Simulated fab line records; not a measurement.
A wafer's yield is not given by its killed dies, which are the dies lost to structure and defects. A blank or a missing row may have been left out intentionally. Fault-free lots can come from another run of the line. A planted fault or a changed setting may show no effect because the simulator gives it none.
Which tool was responsible? | flow gf180mcu | 13 lots with 39 wafers sampled at 3 steps, on a route of 602 steps

WHAT THE GAUGES SHOWED, per wafer
GF_CONTACT_THK_MEAS_01.
lot  | measured     | on            | CONTACT_CVD_00_THK (nm)
L940 | day 15 03:22 | film metro-04 | 301 301 302
L941 | day 15 07:16 | film metro-01 | 303 294 302
L942 | day 15 17:11 | film metro-01 | 297 297 300
L943 | day 16 02:39 | film metro-01 | 308 301 300
L946 | day 17 03:53 | film metro-03 | 305 303 305
L947 | day 17 17:02 | film metro-03 | 300 301 304
L948 | day 17 18:15 | film metro-01 | 297 296 297
L949 | day 18 08:05 | film metro-03 | 308 300 300
L950 | day 19 02:02 | film metro-04 | 299 294 295
L951 | day 19 13:42 | film metro-04 | 300 297 298
L958 | day 21 13:01 | film metro-04 | 297 294 298
L959 | day 21 23:31 | film metro-04 | 298 300 296
L960 | day 22 04:37 | film metro-04 | 294 298 302

WHICH TOOL RAN EACH LOT (tool, then ch and the chambers of the sampled wafers, then the start)
lot  | GF_MVSD_COAT_02                  | GF_MVSD_STRIP_10
L940 | litho track-01 ch 0, day 4 04:10 | plasma asher-01 ch 1, day 4 11:22
L941 | litho track-02 ch 0, day 4 10:02 | plasma asher-01 ch 0,1, day 4 16:53
L942 | litho track-03 ch 0, day 4 14:54 | plasma asher-01 ch 0,1, day 4 22:01
L943 | litho track-02 ch 0, day 4 18:50 | plasma asher-04 ch 0,1, day 5 01:36
L946 | litho track-02 ch 0, day 5 12:19 | plasma asher-04 ch 0,1, day 5 20:04
L947 | litho track-02 ch 0, day 5 18:43 | plasma asher-04 ch 0,1, day 6 02:29
L948 | litho track-01 ch 0, day 5 22:43 | plasma asher-04 ch 0,1, day 6 06:40
L949 | litho track-02 ch 0, day 6 09:13 | plasma asher-04 ch 0,1, day 6 16:28
L950 | litho track-02 ch 0, day 6 20:47 | plasma asher-02 ch 0,1, day 7 04:59
L951 | litho track-03 ch 0, day 7 04:58 | plasma asher-04 ch 0,1, day 7 12:53
L958 | litho track-02 ch 0, day 8 09:20 | plasma asher-01 ch 0,1, day 8 17:43
L959 | litho track-03 ch 0, day 8 14:42 | plasma asher-04 ch 0,1, day 8 23:27
L960 | litho track-03 ch 0, day 8 21:19 | plasma asher-01 ch 0,1, day 9 06:07
- GF_MVSD_COAT_02: resist thk 3000 nm.
- GF_MVSD_STRIP_10: strips in O2/N2.

AS READ BY THE TOOLS THEMSELVES (means over the sampled wafers that have a number; for cases with no such wafer, the mark the record gives instead)
GF_MVSD_COAT_02.
lot  | tool           | dispense pressure kPa (kPa) | spin speed rpm (rpm)
L940 | litho track-01 | 43                          | 1999.6
L941 | litho track-02 | 49                          | 2000.1
L942 | litho track-03 | 52                          | 2000.4
L943 | litho track-02 | 49                          | 2001.0
L946 | litho track-02 | 49                          | 2000.7
L947 | litho track-02 | 49                          | 1998.5
L948 | litho track-01 | 43                          | 1999.3
L949 | litho track-02 | 49                          | 1999.2
L950 | litho track-02 | 49                          | 2000.3
L951 | litho track-03 | 52                          | 1998.2
L958 | litho track-02 | 49                          | 1997.9
L959 | litho track-03 | 52                          | 2072.3
L960 | litho track-03 | 52                          | 2072.0

GF_MVSD_STRIP_10.
lot  | tool            | drypump motor current A (A) | heater power w (W) | oes product au (a.u.) | strip time to endpoint s (s)
L940 | plasma asher-01 | 6.0                         | 321                | 0.720                 | 36.85
L941 | plasma asher-01 | 5.2                         | 345                | 0.726                 | 36.75
L942 | plasma asher-01 | 5.6                         | 336                | 0.722                 | 36.71
L943 | plasma asher-04 | 5.8                         | 331                | 0.720                 | 36.96
L946 | plasma asher-04 | 5.6                         | 324                | 0.726                 | 36.89
L947 | plasma asher-04 | 5.6                         | 323                | 0.728                 | 36.94
L948 | plasma asher-04 | 5.6                         | 321                | 0.727                 | 36.83
L949 | plasma asher-04 | 5.8                         | 329                | 0.719                 | 37.11
L950 | plasma asher-02 | 5.6                         | 345                | 0.721                 | 36.96
L951 | plasma asher-04 | 5.8                         | 334                | 0.723                 | 37.00
L958 | plasma asher-01 | 5.6                         | 336                | 0.723                 | 36.90
L959 | plasma asher-04 | 5.8                         | 333                | 0.726                 | 36.24
L960 | plasma asher-01 | 5.2                         | 352                | 0.721                 | 36.25

THE ANSWER, worked out from the rows above alone
Rule: what is usual is taken from the lots themselves. The widest of any qualifying gaps counts: lots, ordered by their means at a reading, are off when they make up no more than a third of the lots, leave a main group of 4 or more, and stand apart from it by 3 or more times the standard deviation of that group's means. Not used: any main group whose means are identical at the precision the tables above print for the reading. A lot without any number at a reading at which 4 lots or more have one is off too. All remaining lots with rows at the step are treated as sound. After the gauges, taken in route order, come the tools' own readings; for these a lot's mean is taken, as printed above. At the first step where some lot is off, the reading lying furthest off is the one used; lots without a number count as furthest.
Off: L959, L960, at GF_MVSD_COAT_02 (spin speed rpm). Main group: mean 1999.6 rpm, sd 0.99.
If a tool, at that step or one of the process steps before it, ran each lot that is off and ran no sound lot following the first of them, it fits. One fits: litho track-03 at GF_MVSD_COAT_02. Its last sound lot is L951 (day 7 04:58), its first lot that is off L959 (day 8 14:42): a fault that began between those two fits.
The tool's own readings at GF_MVSD_COAT_02 bear it out: on the lots that are off they differ by more than 5 times the standard deviation of the sound lots' means. spin speed rpm reads 2072.2 rpm there against 1999.6 rpm on the sound lots.

WHAT THE SIMULATOR HAD INSERTED
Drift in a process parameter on litho track-03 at GF_MVSD_COAT_02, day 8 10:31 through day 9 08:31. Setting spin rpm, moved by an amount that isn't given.
Struck lots among those shown: L959, L960. The same result came from the rule above.
